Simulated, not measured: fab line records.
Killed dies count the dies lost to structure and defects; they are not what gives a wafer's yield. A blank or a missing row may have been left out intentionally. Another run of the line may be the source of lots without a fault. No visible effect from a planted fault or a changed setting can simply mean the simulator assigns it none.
fab line records ; flow gf180mcu
[record] lots = 5; wafers = 23
route steps=602 shown M3@418 V3@442 M4@460 V4@498 MIM@511 M5@528
start-h: hours from the record's opening day to when the first of the lot's shown wafers began ; wait-h: hours elapsed since this lot's preceding step ; " as in the row above ; L1.1+2: a row that stands for several wafers ; - value missing, or start not given ; * or withheld: withheld ; < > ~ a bound
route shown NAME@n: names a module that has steps shown in the file, with the first one's number in the route ; usual: the fault-free wafers' mean and standard deviation ; same: alike in all rows ; chamber/n: place in a boat ; sites: each site's reading ; _std_site: standard deviation across them ; _edge_site: inner sites' mean taken away from outer sites' mean ; radius-mm: how far each site lies from the wafer's centre ; mask NAME#n: copy n ; behind: the tool/chamber that last shaped the wafer ; hold: reason for holding the lot/hours on hold/outcome of the hold ; device: the n, p or np transistor that did not switch ; end of line: the same wafers' tests at the end of the route ; a step given without rows: its recipe and nothing more ; killed: at the first sort, the dies lost to defects and structure; wafer yield is something else ; map: a wafer's dies, marking killed ones x, the rest . and places with no die _
set.NAME: the setting as run; set.NAME@STEP: as run at that earlier step ; model.NAME: the simulator's own value behind a step, which no gauge read
lots whose settings were changed on purpose; a table a step, a row a wafer
[[steps]]
[step GF_M3_COAT_09]
[recipe] resist = KrF; spin-rpm = withheld; resist-thk-nm = 1000
lot.wafer;tool;chamber;start-h;wait-h;set.resist-thk-nm;model.KrF_of_M3_COAT_09.thk-nm
L077.4+5;litho-track-01;0;508.30;0.1;1000;1003
L077.6;litho-track-01;0;508.30;0.1;1000;1002
L081.1;litho-track-04;0;543.31;0.1;1000;1000
L081.2;litho-track-04;0;543.31;0.1;1000;997
L081.3;litho-track-04;0;543.31;0.1;1000;1001
L081.5;litho-track-04;0;543.31;0.1;1030;1029
L081.6;litho-track-04;0;543.31;0.1;1030;1030
L080.1;litho-track-04;0;549.06;0.1;1000;997.4
L080.2;litho-track-04;0;549.06;0.1;1046;1048
L080.3;litho-track-04;0;549.06;0.1;1000;1000
L080.4;litho-track-04;0;549.06;0.1;1046;1043
L080.6;litho-track-04;0;549.06;0.1;1000;998.7
L083.1+5;litho-track-01;0;560.18;0.1;984;-
L083.2;litho-track-01;0;560.18;0.1;1000;998.2
L083.3;litho-track-01;0;560.18;0.1;1000;-
L083.4;litho-track-01;0;560.18;0.1;984;982.8
L084.1;litho-track-02;0;566.72;0.1;1000;998.5
L084.2+3;litho-track-02;0;566.72;0.1;944.6;-
L084.4;litho-track-02;0;566.72;0.1;1000;-
L084.5;litho-track-02;0;566.72;0.1;944.6;943.5
[step GF_M3_SOFTBAKE_10]
[recipe] temp-c = 130; time-s = 60; resist = KrF
[step GF_M3_EXPOSE_11]
[recipe] mask-id = Metal3; target-cd-nm = 280; na = 0.68; source-shape = conventional; sigma-outer = 0.6; dose-mj = 28
[step GF_M3_PEB_12]
[recipe] peb-temp-c = 135; peb-time-s = 90; resist = KrF
[step GF_M3_DEVELOP_13]
[recipe] develop-time-s = 57.74; dev-temp-c = 21
lot.wafer;tool;chamber;start-h;wait-h;set.resist-thk-nm@M3_COAT_09;model.M3.cd-nm
L077.4;litho-track-02;0;519.89;0.1;1000;281
L077.5;litho-track-02;0;519.89;0.1;1000;281.4
L077.6;litho-track-02;0;519.89;0.1;1000;280.3
L081.1;litho-track-04;0;554.96;0.2;1000;280
L081.2;litho-track-04;0;554.96;0.2;1000;280.9
L081.3;litho-track-04;0;554.96;0.2;1000;281
L081.5;litho-track-04;0;554.96;0.2;1030;281.2
L081.6;litho-track-04;0;554.96;0.2;1030;281.9
L080.1;litho-track-02;0;560.42;0.2;1000;279.6
L080.2;litho-track-02;0;560.42;0.2;1046;281.3
L080.3;litho-track-02;0;560.42;0.2;1000;279
L080.4;litho-track-02;0;560.42;0.2;1046;282
L080.6;litho-track-02;0;560.42;0.2;1000;278.8
L083.1;litho-track-02;0;570.77;0.2;984;278.1
L083.2;litho-track-02;0;570.77;0.2;1000;279.1
L083.3;litho-track-02;0;570.77;0.2;1000;280.3
L083.4;litho-track-02;0;570.77;0.2;984;279
L083.5;litho-track-02;0;570.77;0.2;984;278.3
L084.1;litho-track-02;0;577.87;0.2;1000;280.6
L084.2;litho-track-02;0;577.87;0.2;944.6;278.3
L084.3;litho-track-02;0;577.87;0.2;944.6;278.1
L084.4;litho-track-02;0;577.87;0.2;1000;280.8
L084.5;litho-track-02;0;577.87;0.2;944.6;277.8
[step GF_M3_CD_MEAS_14]
[recipe] target-cd-nm = 280
[usual] cd-nm = 280.1/1
lot.wafer;tool;chamber;start-h;wait-h;set.resist-thk-nm@M3_COAT_09;cd-nm
L077.4;cd-sem-01;-;520.03;0.1;1000;281.3
L077.5;cd-sem-01;-;520.03;0.1;1000;281.3
L077.6;cd-sem-01;-;520.03;0.1;1000;280.2
L081.1;cd-sem-02;-;555.11;0.1;1000;280.1
L081.2;cd-sem-02;-;555.11;0.1;1000;280.8
L081.3;cd-sem-02;-;555.11;0.1;1000;280.8
L081.5;cd-sem-02;-;555.11;0.1;1030;281.2
L081.6;cd-sem-02;-;555.11;0.1;1030;281.9
L080.1;cd-sem-02;-;560.57;0.1;1000;279.7
L080.2;cd-sem-02;-;560.57;0.1;1046;281.5
L080.3;cd-sem-02;-;560.57;0.1;1000;279.0
L080.4;cd-sem-02;-;560.57;0.1;1046;281.8
L080.6;cd-sem-02;-;560.57;0.1;1000;278.8
L083.1;cd-sem-01;-;570.92;0.1;984;278.1
L083.2;cd-sem-01;-;570.92;0.1;1000;279.2
L083.3;cd-sem-01;-;570.92;0.1;1000;280.1
L083.4;cd-sem-01;-;570.92;0.1;984;279.1
L083.5;cd-sem-01;-;570.92;0.1;984;278.9
L084.1;cd-sem-01;-;578.02;0.1;1000;280.7
L084.2;cd-sem-01;-;578.02;0.1;944.6;278.5
L084.3;cd-sem-01;-;578.02;0.1;944.6;278.1
L084.4;cd-sem-01;-;578.02;0.1;1000;280.5
L084.5;cd-sem-01;-;578.02;0.1;944.6;277.5
[step GF_M3_METAL_ETCH_16]
[recipe] chemistry = Cl2/BCl3; mask-material = KrF; target-depth-nm = 627.5; stop-on = SiO2; pressure-mtorr = 8; icp-w = 800; bias-w = 140; Cl2_flow_sccm = 80; bcl3-flow-sccm = 40; time-s = 104.6
lot.wafer;tool;chamber;start-h;wait-h;set.resist-thk-nm@M3_COAT_09;model.KrF_of_M3_COAT_09.thk-nm
L077.4;rie-metal-02;0;520.16;0.0;1000;747.7
L077.5;rie-metal-02;1;520.16;0.0;1000;737.2
L077.6;rie-metal-02;0;520.16;0.0;1000;747.5
L081.1;rie-metal-02;1;555.26;0.0;1000;733.4
L081.2;rie-metal-02;0;555.26;0.0;1000;738.2
L081.3;rie-metal-02;0;555.26;0.0;1000;741.4
L081.5;rie-metal-02;1;555.26;0.0;1030;763.8
L081.6;rie-metal-02;0;555.26;0.0;1030;768.4
L080.1+3;rie-metal-01;0,1;560.72;0.0;1000;732
L080.2;rie-metal-01;1;560.72;0.0;1046;777
L080.4;rie-metal-01;0;560.72;0.0;1046;778.4
L080.6;rie-metal-01;1;560.72;0.0;1000;727
L083.1+5;rie-metal-03;0;571.07;0.0;984;-
L083.2;rie-metal-03;1;571.07;0.0;1000;732.9
L083.3;rie-metal-03;0;571.07;0.0;1000;-
L083.4;rie-metal-03;1;571.07;0.0;984;713.8
L084.1;rie-metal-01;1;578.17;0.0;1000;727.3
L084.2+3;rie-metal-01;0,1;578.17;0.0;944.6;-
L084.4;rie-metal-01;0;578.17;0.0;1000;-
L084.5;rie-metal-01;0;578.17;0.0;944.6;682.2
[step GF_M3_STRIP_17]
[recipe] chemistry = O2/N2; power-w = 1400; pressure-mtorr = 1500; platen-temp-c = 250; o2-flow-sccm = 3000; n2-flow-sccm = 300; overash-fraction = 0.5
[usual] strip-time-to-endpoint-s = 7.87/0.054
lot.wafer;tool;chamber;start-h;wait-h;set.resist-thk-nm@M3_COAT_09;strip-time-to-endpoint-s
L077.4;plasma-asher-01;0;520.27;0.1;1000;8.00
L077.5;plasma-asher-01;0;520.27;0.1;1000;7.88
L077.6;plasma-asher-01;1;520.27;0.1;1000;8.00
L081.1;plasma-asher-04;0;555.38;0.1;1000;7.86
L081.2;plasma-asher-04;1;555.38;0.1;1000;7.91
L081.3;plasma-asher-04;1;555.38;0.1;1000;7.95
L081.5;plasma-asher-04;0;555.38;0.1;1030;8.15
L081.6;plasma-asher-04;1;555.38;0.1;1030;8.19
L080.1;plasma-asher-01;1;560.83;0.1;1000;7.83
L080.2;plasma-asher-01;0;560.83;0.1;1046;8.29
L080.3;plasma-asher-01;0;560.83;0.1;1000;7.85
L080.4;plasma-asher-01;1;560.83;0.1;1046;8.30
L080.6;plasma-asher-01;0;560.83;0.1;1000;7.82
L083.1;plasma-asher-04;0;571.18;0.1;984;7.66
L083.2;plasma-asher-04;1;571.18;0.1;1000;7.84
L083.3;plasma-asher-04;0;571.18;0.1;1000;7.88
L083.4;plasma-asher-04;1;571.18;0.1;984;7.66
L083.5;plasma-asher-04;0;571.18;0.1;984;7.68
L084.1;plasma-asher-04;1;578.28;0.1;1000;7.80
L084.2;plasma-asher-04;0;578.28;0.1;944.6;7.36
L084.3;plasma-asher-04;1;578.28;0.1;944.6;7.27
L084.4;plasma-asher-04;0;578.28;0.1;1000;7.90
L084.5;plasma-asher-04;1;578.28;0.1;944.6;7.35
[step GF_V3_DEVELOP_13]
[recipe] develop-time-s = 60; resist = KrF; dev-temp-c = 21
lot.wafer;tool;chamber;start-h;wait-h;set.develop-time-s
L077.4+5+6;litho-track-04;0;543.88;0.1;60
L081.1+2+3+5+6;litho-track-04;0;578.26;0.2;60
L080.1+6;litho-track-04;0;584.01;0.2;60
L080.2+3+4;litho-track-04;0;584.01;0.2;63.61
L083.1+2+3;litho-track-03;0;594.06;0.2;60
L083.4+5;litho-track-03;0;594.06;0.2;68.9
L084.1+2+3;litho-track-01;0;600.13;0.2;55.46
L084.4+5;litho-track-01;0;600.13;0.2;60
[step GF_M4_SPUTTER_04]
[recipe] material = TiN; target-thk-nm = 50; power-w = 6500; time-s = 41.7; chamber-pressure-pa = 0.4
lot.wafer;tool;chamber;start-h;wait-h;set.time-s;model.TiN_of_M4_SPUTTER_04.thk-nm
L077.4;pvd-sputter-03;-;545.67;0.0;41.7;49.87
L077.5;pvd-sputter-03;-;545.67;0.0;41.7;50.1
L077.6;pvd-sputter-03;-;545.67;0.0;41.7;49.78
L081.1;pvd-sputter-01;-;580.45;0.0;41.7;49.88
L081.2;pvd-sputter-01;-;580.45;0.0;41.7;50.7
L081.3;pvd-sputter-01;-;580.45;0.0;41.7;50.44
L081.5;pvd-sputter-01;-;580.45;0.0;41.7;50.53
L081.6;pvd-sputter-01;-;580.45;0.0;41.7;49.03
L080.1;pvd-sputter-01;-;585.85;0.0;35.9;43.19
L080.2;pvd-sputter-01;-;585.85;0.0;35.9;43.69
L080.3;pvd-sputter-01;-;585.85;0.0;41.7;49.4
L080.4;pvd-sputter-01;-;585.85;0.0;41.7;50.83
L080.6;pvd-sputter-01;-;585.85;0.0;41.7;50.13
L083.1;pvd-sputter-01;-;596.00;0.0;35.88;43.15
L083.2;pvd-sputter-01;-;596.00;0.0;41.7;50.82
L083.3;pvd-sputter-01;-;596.00;0.0;35.88;43.81
L083.4;pvd-sputter-01;-;596.00;0.0;41.7;50.39
L083.5;pvd-sputter-01;-;596.00;0.0;41.7;49.8
L084.1;pvd-sputter-03;-;602.00;0.0;36.9;44.16
L084.2;pvd-sputter-03;-;602.00;0.0;41.7;50.41
L084.3;pvd-sputter-03;-;602.00;0.0;36.9;44.82
L084.4;pvd-sputter-03;-;602.00;0.0;36.9;44.87
L084.5;pvd-sputter-03;-;602.00;0.0;41.7;50.23
[step GF_M4_METAL_ETCH_16]
[recipe] chemistry = Cl2/BCl3; mask-material = KrF; target-depth-nm = 627.5; stop-on = SiO2; pressure-mtorr = 8; icp-w = 800; bias-w = 140; Cl2_flow_sccm = 80; bcl3-flow-sccm = 40; time-s = 104.6
lot.wafer;tool;chamber;start-h;wait-h;set.icp-w;set.develop-time-s@V3_DEVELOP_13;model.KrF_of_M4_COAT_09.thk-nm;model.M4.feature-depth-nm
L077.4;rie-metal-04;0;567.56;0.0;800;60;725.9;601.5
L077.5;rie-metal-04;1;567.56;0.0;800;60;725.9;607
L077.6;rie-metal-04;0;567.56;0.0;800;60;731.7;604.5
L081.1;rie-metal-04;1;601.77;0.0;879.7;60;707.1;614
L081.2;rie-metal-04;0;601.77;0.0;879.7;60;708.1;610.1
L081.3;rie-metal-04;1;601.77;0.0;800;60;724.5;607.6
L081.5;rie-metal-04;0;601.77;0.0;879.7;60;713.3;611.3
L081.6;rie-metal-04;1;601.77;0.0;800;60;725.6;607.9
L080.1;rie-metal-02;0;606.83;0.0;800;60;-;-
L080.2;rie-metal-02;1;606.83;0.0;858.4;63.61;-;-
L080.3;rie-metal-02;1;606.83;0.0;858.4;63.61;722.1;605.7
L080.4;rie-metal-02;0;606.83;0.0;800;63.61;741.3;600.7
L080.6;rie-metal-02;1;606.83;0.0;800;60;741.2;608.1
L083.1;rie-metal-03;0;616.72;0.0;800;60;-;-
L083.2;rie-metal-03;0;616.72;0.0;800;60;735.5;605.3
L083.3;rie-metal-03;0;616.72;0.0;730.6;60;-;-
L083.4;rie-metal-03;0;616.72;0.0;730.6;68.9;754.4;581.2
L083.5;rie-metal-03;0;616.72;0.0;730.6;68.9;755.5;579
L084.1;rie-metal-03;0;623.12;0.0;877.2;55.46;-;-
L084.2;rie-metal-03;0;623.12;0.0;800;55.46;738.8;604.6
L084.3;rie-metal-03;0;623.12;0.0;800;55.46;-;-
L084.4;rie-metal-03;0;623.12;0.0;877.2;60;-;-
L084.5;rie-metal-03;0;623.12;0.0;877.2;60;716.8;604.7
[step GF_M4_STRIP_17]
[recipe] chemistry = O2/N2; power-w = 1400; pressure-mtorr = 1500; platen-temp-c = 250; o2-flow-sccm = 3000; n2-flow-sccm = 300; overash-fraction = 0.5
[usual] strip-time-to-endpoint-s = 7.88/0.052
lot.wafer;tool;chamber;start-h;wait-h;set.icp-w@M4_METAL_ETCH_16;strip-time-to-endpoint-s
L077.4;plasma-asher-02;1;567.67;0.1;800;7.75
L077.5;plasma-asher-02;1;567.67;0.1;800;7.79
L077.6;plasma-asher-02;0;567.67;0.1;800;7.84
L081.1;plasma-asher-04;1;601.88;0.1;879.7;7.60
L081.2;plasma-asher-04;0;601.88;0.1;879.7;7.62
L081.3;plasma-asher-04;1;601.88;0.1;800;7.77
L081.5;plasma-asher-04;0;601.88;0.1;879.7;7.68
L081.6;plasma-asher-04;1;601.88;0.1;800;7.78
L080.1;plasma-asher-02;0;606.94;0.1;800;7.94
L080.2;plasma-asher-02;1;606.94;0.1;858.4;7.75
L080.3;plasma-asher-02;1;606.94;0.1;858.4;7.75
L080.4;plasma-asher-02;0;606.94;0.1;800;7.92
L080.6;plasma-asher-02;1;606.94;0.1;800;7.92
L083.1;plasma-asher-02;1;616.95;0.2;800;7.86
L083.2;plasma-asher-02;0;616.95;0.2;800;7.87
L083.3;plasma-asher-02;1;616.95;0.2;730.6;8.01
L083.4;plasma-asher-02;0;616.95;0.2;730.6;8.06
L083.5;plasma-asher-02;0;616.95;0.2;730.6;8.07
L084.1;plasma-asher-04;0;623.35;0.2;877.2;7.70
L084.2;plasma-asher-04;1;623.35;0.2;800;7.90
L084.3;plasma-asher-04;1;623.35;0.2;800;7.93
L084.4;plasma-asher-04;0;623.35;0.2;877.2;7.68
L084.5;plasma-asher-04;0;623.35;0.2;877.2;7.69
[step GF_V4_SPUTTER_22]
[recipe] material = TiN; target-thk-nm = 10; chamber-pressure-pa = 5; power-w = 4000; time-s = 40
lot.wafer;tool;chamber;start-h;wait-h;set.time-s;model.TiN_of_V4_SPUTTER_22.thk-nm
L077.4;pvd-sputter-03;-;590.56;0.0;40;9.943
L077.5;pvd-sputter-03;-;590.56;0.0;40;10.01
L077.6;pvd-sputter-03;-;590.56;0.0;40;10.03
L081.1;pvd-sputter-04;-;624.04;0.0;38.17;9.592
L081.2;pvd-sputter-04;-;624.04;0.0;40;9.983
L081.3;pvd-sputter-04;-;624.04;0.0;40;9.866
L081.5;pvd-sputter-04;-;624.04;0.0;38.17;9.665
L081.6;pvd-sputter-04;-;624.04;0.0;38.17;9.34
L080.1;pvd-sputter-02;-;629.55;0.0;36.04;8.707
L080.2;pvd-sputter-02;-;629.55;0.0;40;9.657
L080.3;pvd-sputter-02;-;629.55;0.0;36.04;8.838
L080.4;pvd-sputter-02;-;629.55;0.0;40;9.862
L080.6;pvd-sputter-02;-;629.55;0.0;36.04;8.739
L083.1;pvd-sputter-02;-;639.53;0.1;44.57;10.99
L083.2;pvd-sputter-02;-;639.53;0.1;40;9.872
L083.3;pvd-sputter-02;-;639.53;0.1;44.57;11.04
L083.4;pvd-sputter-02;-;639.53;0.1;40;9.827
L083.5;pvd-sputter-02;-;639.53;0.1;44.57;11
L084.1;pvd-sputter-02;-;645.18;0.0;40;9.951
L084.2;pvd-sputter-02;-;645.18;0.0;40;10.06
L084.3;pvd-sputter-02;-;645.18;0.0;36.32;9.098
L084.4;pvd-sputter-02;-;645.18;0.0;40;10.07
L084.5;pvd-sputter-02;-;645.18;0.0;36.32;9.251
[step GF_MIM_SPUTTER_08]
[recipe] material = AlCu; target-thk-nm = 200; power-w = 10600; time-s = 10.6; chamber-pressure-pa = 0.4
lot.wafer;tool;chamber;start-h;wait-h;set.power-w;model.AlCu_of_MIM_SPUTTER_08.thk-nm
L077.4;pvd-sputter-01;-;591.55;0.0;10600;196.9
L077.5+6;pvd-sputter-01;-;591.55;0.0;10600;199.6
L081.1;pvd-sputter-02;-;625.03;0.0;10600;201.2
L081.2;pvd-sputter-02;-;625.03;0.0;10600;204.6
L081.3;pvd-sputter-02;-;625.03;0.0;10600;201.8
L081.5;pvd-sputter-02;-;625.03;0.0;10600;201.6
L081.6;pvd-sputter-02;-;625.03;0.0;10600;202.5
L080.1;pvd-sputter-01;-;630.54;0.0;10170;189.5
L080.2;pvd-sputter-01;-;630.54;0.0;10600;201.4
L080.3;pvd-sputter-01;-;630.54;0.0;10170;190.4
L080.4;pvd-sputter-01;-;630.54;0.0;10600;200.6
L080.6;pvd-sputter-01;-;630.54;0.0;10600;200.3
L083.1;pvd-sputter-03;-;640.56;0.0;10600;200.8
L083.2+4;pvd-sputter-03;-;640.56;0.0;11270;212.4
L083.3;pvd-sputter-03;-;640.56;0.0;11270;210.2
L083.5;pvd-sputter-03;-;640.56;0.0;10600;197.3
L084.1;pvd-sputter-01;-;646.17;0.0;10600;197.5
L084.2;pvd-sputter-01;-;646.17;0.0;10600;198.4
L084.3;pvd-sputter-01;-;646.17;0.0;9384;174
L084.4;pvd-sputter-01;-;646.17;0.0;9384;176.2
L084.5;pvd-sputter-01;-;646.17;0.0;10600;197
[step GF_MIM_SPUTTER_09]
[recipe] material = TiN; target-thk-nm = 35; power-w = 6500; time-s = 29.2; chamber-pressure-pa = 0.4
lot.wafer;tool;chamber;start-h;wait-h;set.time-s;model.TiN_of_MIM_SPUTTER_09.thk-nm
L077.4;pvd-sputter-01;-;591.57;0.0;29.2;35.06
L077.5;pvd-sputter-01;-;591.57;0.0;29.2;34.93
L077.6;pvd-sputter-01;-;591.57;0.0;29.2;34.92
L081.1;pvd-sputter-02;-;625.05;0.0;27.74;33.27
L081.2;pvd-sputter-02;-;625.05;0.0;29.2;35.07
L081.3;pvd-sputter-02;-;625.05;0.0;29.2;35.21
L081.5;pvd-sputter-02;-;625.05;0.0;27.74;33.15
L081.6;pvd-sputter-02;-;625.05;0.0;29.2;35.34
L080.1;pvd-sputter-01;-;630.57;0.0;29.2;34.79
L080.2;pvd-sputter-01;-;630.57;0.0;29.2;35.1
L080.3;pvd-sputter-01;-;630.57;0.0;29.2;35.08
L080.4;pvd-sputter-01;-;630.57;0.0;29.2;35.2
L080.6;pvd-sputter-01;-;630.57;0.0;29.2;35.33
L083.1;pvd-sputter-03;-;640.58;0.0;29.2;34.77
L083.2;pvd-sputter-03;-;640.58;0.0;32.92;39.59
L083.3;pvd-sputter-03;-;640.58;0.0;32.92;39.47
L083.4;pvd-sputter-03;-;640.58;0.0;29.2;35.18
L083.5;pvd-sputter-03;-;640.58;0.0;29.2;35.05
L084.1;pvd-sputter-01;-;646.19;0.0;26.44;31.45
L084.2;pvd-sputter-01;-;646.19;0.0;26.44;31.39
L084.3;pvd-sputter-01;-;646.19;0.0;29.2;35.11
L084.4;pvd-sputter-01;-;646.19;0.0;29.2;35.19
L084.5;pvd-sputter-01;-;646.19;0.0;29.2;34.95
[step GF_MIM_RS_MEAS_10]
[recipe] thk-meas-gauge = four-point-probe; reads = TiN_of_MIM_SPUTTER_09+AlCu_of_MIM_SPUTTER_08+TiN_of_MIM_SPUTTER_07
[usual] MIM_ALCU_RS = 0.1608/0.0013
lot.wafer;tool;chamber;start-h;wait-h;set.power-w@MIM_SPUTTER_08;MIM_ALCU_RS[ohm/sq]
L077.4;film-metro-01;-;591.66;0.1;10600;0.1627
L077.5;film-metro-01;-;591.66;0.1;10600;0.1604
L077.6;film-metro-01;-;591.66;0.1;10600;0.1603
L081.1;film-metro-02;-;625.08;0.0;10600;0.1594
L081.2;film-metro-02;-;625.08;0.0;10600;0.1566
L081.3;film-metro-02;-;625.08;0.0;10600;0.1591
L081.5;film-metro-02;-;625.08;0.0;10600;0.1592
L081.6;film-metro-02;-;625.08;0.0;10600;0.1585
L080.1;film-metro-01;-;630.60;0.0;10170;0.1695
L080.2;film-metro-01;-;630.60;0.0;10600;0.1589
L080.3;film-metro-01;-;630.60;0.0;10170;0.1685
L080.4;film-metro-01;-;630.60;0.0;10600;0.1597
L080.6;film-metro-01;-;630.60;0.0;10600;0.1599
L083.1;film-metro-04;-;640.61;0.0;10600;0.1593
L083.2;film-metro-04;-;640.61;0.0;11270;0.1499
L083.3;film-metro-04;-;640.61;0.0;11270;0.1519
L083.4;film-metro-04;-;640.61;0.0;11270;0.1500
L083.5;film-metro-04;-;640.61;0.0;10600;0.1626
L084.1;film-metro-04;-;646.22;0.0;10600;0.1620
L084.2;film-metro-04;-;646.22;0.0;10600;0.1614
L084.3;film-metro-04;-;646.22;0.0;9384;0.1852
L084.4;film-metro-04;-;646.22;0.0;9384;0.1825
L084.5;film-metro-04;-;646.22;0.0;10600;0.1626
[step GF_MIM_THK_MEAS_11]
[recipe] thk-meas-gauge = xrf; reads = AlCu_of_MIM_SPUTTER_08
[usual] MIM_ALCU_THK = 201.0/2
lot.wafer;tool;chamber;start-h;wait-h;set.power-w@MIM_SPUTTER_08;MIM_ALCU_THK[nm]
L077.4;film-metro-01;-;591.75;0.1;10600;198.1
L077.5;film-metro-01;-;591.75;0.1;10600;200.4
L077.6;film-metro-01;-;591.75;0.1;10600;199.9
L081.1;film-metro-02;-;625.20;0.1;10600;204.9
L081.2;film-metro-02;-;625.20;0.1;10600;206.3
L081.3;film-metro-02;-;625.20;0.1;10600;203.3
L081.5;film-metro-02;-;625.20;0.1;10600;204.2
L081.6;film-metro-02;-;625.20;0.1;10600;205.2
L080.1;film-metro-01;-;630.72;0.1;10170;192.1
L080.2;film-metro-01;-;630.72;0.1;10600;203.2
L080.3;film-metro-01;-;630.72;0.1;10170;192.3
L080.4;film-metro-01;-;630.72;0.1;10600;203.3
L080.6;film-metro-01;-;630.72;0.1;10600;203.0
L083.1;film-metro-04;-;640.73;0.1;10600;203.1
L083.2;film-metro-04;-;640.73;0.1;11270;213.7
L083.3;film-metro-04;-;640.73;0.1;11270;211.5
L083.4;film-metro-04;-;640.73;0.1;11270;214.9
L083.5;film-metro-04;-;640.73;0.1;10600;199.1
L084.1;film-metro-04;-;646.34;0.1;10600;202.2
L084.2;film-metro-04;-;646.34;0.1;10600;202.6
L084.3;film-metro-04;-;646.34;0.1;9384;175.9
L084.4;film-metro-04;-;646.34;0.1;9384;177.0
L084.5;film-metro-04;-;646.34;0.1;10600;198.6
[step GF_MIM_DEHYDRATE_12]
[recipe] temp-c = 200; time-s = 60
[step GF_MIM_HMDS_13]
[recipe] prime-time-s = 60; prime-temp-c = 120
[step GF_MIM_PEB_17]
[recipe] temp-c = withheld; time-s = *; resist = NOVOLAK
[step GF_MIM_DEVELOP_18]
[recipe] develop-time-s = 60; dev-temp-c = 23
[step GF_MIM_METAL_ETCH_19]
[recipe] chemistry = Cl2/BCl3; mask-material = NOVOLAK; stop-on = Si3N4; target-depth-nm = 324.5; pressure-mtorr = 8; icp-w = 800; bias-w = 140; Cl2_flow_sccm = 80; bcl3-flow-sccm = 40; time-s = 54.1
[usual] oes-product-au = 0.939/0.0062
lot.wafer;tool;chamber;start-h;wait-h;set.power-w@MIM_SPUTTER_08;oes-product-au
L077.4;rie-metal-02;0;612.43;0.1;10600;0.930
L077.5;rie-metal-02;0;612.43;0.1;10600;0.933
L077.6;rie-metal-02;1;612.43;0.1;10600;0.934
L081.1;rie-metal-01;1;644.91;0.1;10600;0.937
L081.2;rie-metal-01;0;644.91;0.1;10600;0.951
L081.3;rie-metal-01;1;644.91;0.1;10600;0.942
L081.5;rie-metal-01;0;644.91;0.1;10600;0.942
L081.6;rie-metal-01;1;644.91;0.1;10600;0.947
L080.1;rie-metal-01;1;650.56;0.1;10170;0.910
L080.2;rie-metal-01;0;650.56;0.1;10600;0.937
L080.3;rie-metal-01;1;650.56;0.1;10170;0.924
L080.4;rie-metal-01;0;650.56;0.1;10600;0.939
L080.6;rie-metal-01;0;650.56;0.1;10600;0.947
L083.1;rie-metal-04;1;659.71;0.1;10600;0.948
L083.2;rie-metal-04;0;659.71;0.1;11270;0.976
L083.3;rie-metal-04;1;659.71;0.1;11270;0.964
L083.4;rie-metal-04;0;659.71;0.1;11270;0.958
L083.5;rie-metal-04;1;659.71;0.1;10600;0.937
L084.1;rie-metal-02;0;665.31;0.1;10600;0.934
L084.2;rie-metal-02;1;665.31;0.1;10600;0.917
L084.3;rie-metal-02;1;665.31;0.1;9384;0.882
L084.4;rie-metal-02;0;665.31;0.1;9384;0.893
L084.5;rie-metal-02;0;665.31;0.1;10600;0.933
[step GF_M5_COAT_02]
[recipe] resist = KrF; spin-rpm = withheld; resist-thk-nm = 1000
lot.wafer;tool;chamber;start-h;wait-h;set.resist-thk-nm;model.KrF_of_M5_COAT_02.thk-nm
L077.4+6;litho-track-04;0;623.28;0.1;1000;1002
L077.5;litho-track-04;0;623.28;0.1;1000;1004
L081.1+5;litho-track-04;0;655.26;0.1;1000;1002
L081.2;litho-track-04;0;655.26;0.1;1042;1044
L081.3;litho-track-04;0;655.26;0.1;1000;1001
L081.6;litho-track-04;0;655.26;0.1;1042;1045
L080.1;litho-track-01;0;660.53;0.1;945;942.7
L080.2;litho-track-01;0;660.53;0.1;945;939.6
L080.3;litho-track-01;0;660.53;0.1;945;943.1
L080.4;litho-track-01;0;660.53;0.1;1000;1001
L080.6;litho-track-01;0;660.53;0.1;1000;998.3
L083.1+2;litho-track-03;0;670.01;0.1;964.2;966.7
L083.3+4;litho-track-03;0;670.01;0.1;1000;1001
L083.5;litho-track-03;0;670.01;0.1;1000;1002
L084.1+2;litho-track-01;0;675.73;0.1;1000;994.3
L084.3;litho-track-01;0;675.73;0.1;964.9;960.2
L084.4;litho-track-01;0;675.73;0.1;1000;996.8
L084.5;litho-track-01;0;675.73;0.1;964.9;962.6
[[key]]
[split] step = GF_M3_COAT_09; setting = resist-thk-nm; stated = 1000; by = wafer
[response] step = GF_M3_COAT_09; reading = model.KrF_of_M3_COAT_09.thk-nm; change = +10.1; per = 1%; r = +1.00
[response] step = GF_M3_DEVELOP_13; reading = model.M3.cd-nm; change = +0.488; per = 1%; r = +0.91
[response] step = GF_M3_CD_MEAS_14; reading = cd-nm; change = +0.481; per = 1%; r = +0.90
[response] step = GF_M3_METAL_ETCH_16; reading = model.KrF_of_M3_COAT_09.thk-nm; change = +9.54; per = 1%; r = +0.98
[response] step = GF_M3_STRIP_17; reading = strip-time-to-endpoint-s; change = *; per = 1%; r = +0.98
[split] step = GF_V3_DEVELOP_13; setting = develop-time-s; stated = 60; by = wafer
[response] step = GF_M4_METAL_ETCH_16; reading = model.M4.feature-depth-nm; change = -1.35; per = 1%; r = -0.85
[split] step = GF_M4_SPUTTER_04; setting = time-s; stated = 41.7; by = wafer
[response] step = GF_M4_SPUTTER_04; reading = model.TiN_of_M4_SPUTTER_04.thk-nm; change = +0.488; per = 1%; r = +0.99
[split] step = GF_M4_METAL_ETCH_16; setting = icp-w; stated = 800; by = wafer
[response] step = GF_M4_METAL_ETCH_16; reading = model.KrF_of_M4_COAT_09.thk-nm; change = -1.98; per = 1%; r = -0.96
[response] step = GF_M4_STRIP_17; reading = strip-time-to-endpoint-s; change = *; per = 1%; r = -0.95
[split] step = GF_V4_SPUTTER_22; setting = time-s; stated = 40; by = wafer
[response] step = GF_V4_SPUTTER_22; reading = model.TiN_of_V4_SPUTTER_22.thk-nm; change = +0.098; per = 1%; r = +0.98
[split] step = GF_MIM_SPUTTER_08; setting = power-w; stated = 10600; by = wafer
[response] step = GF_MIM_SPUTTER_08; reading = model.AlCu_of_MIM_SPUTTER_08.thk-nm; change = +2.03; per = 1%; r = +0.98
[response] step = GF_MIM_RS_MEAS_10; reading = MIM_ALCU_RS; change = -0.00188; per = 1%; r = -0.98
[response] step = GF_MIM_THK_MEAS_11; reading = MIM_ALCU_THK; change = +2.16; per = 1%; r = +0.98
[response] step = GF_MIM_METAL_ETCH_19; reading = oes-product-au; change = +0.00377; per = 1%; r = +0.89
[split] step = GF_MIM_SPUTTER_09; setting = time-s; stated = 29.2; by = wafer
[response] step = GF_MIM_SPUTTER_09; reading = model.TiN_of_MIM_SPUTTER_09.thk-nm; change = +0.37; per = 1%; r = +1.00
[split] step = GF_M5_COAT_02; setting = resist-thk-nm; stated = 1000; by = wafer
[response] step = GF_M5_COAT_02; reading = model.KrF_of_M5_COAT_02.thk-nm; change = +10.1; per = 1%; r = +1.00
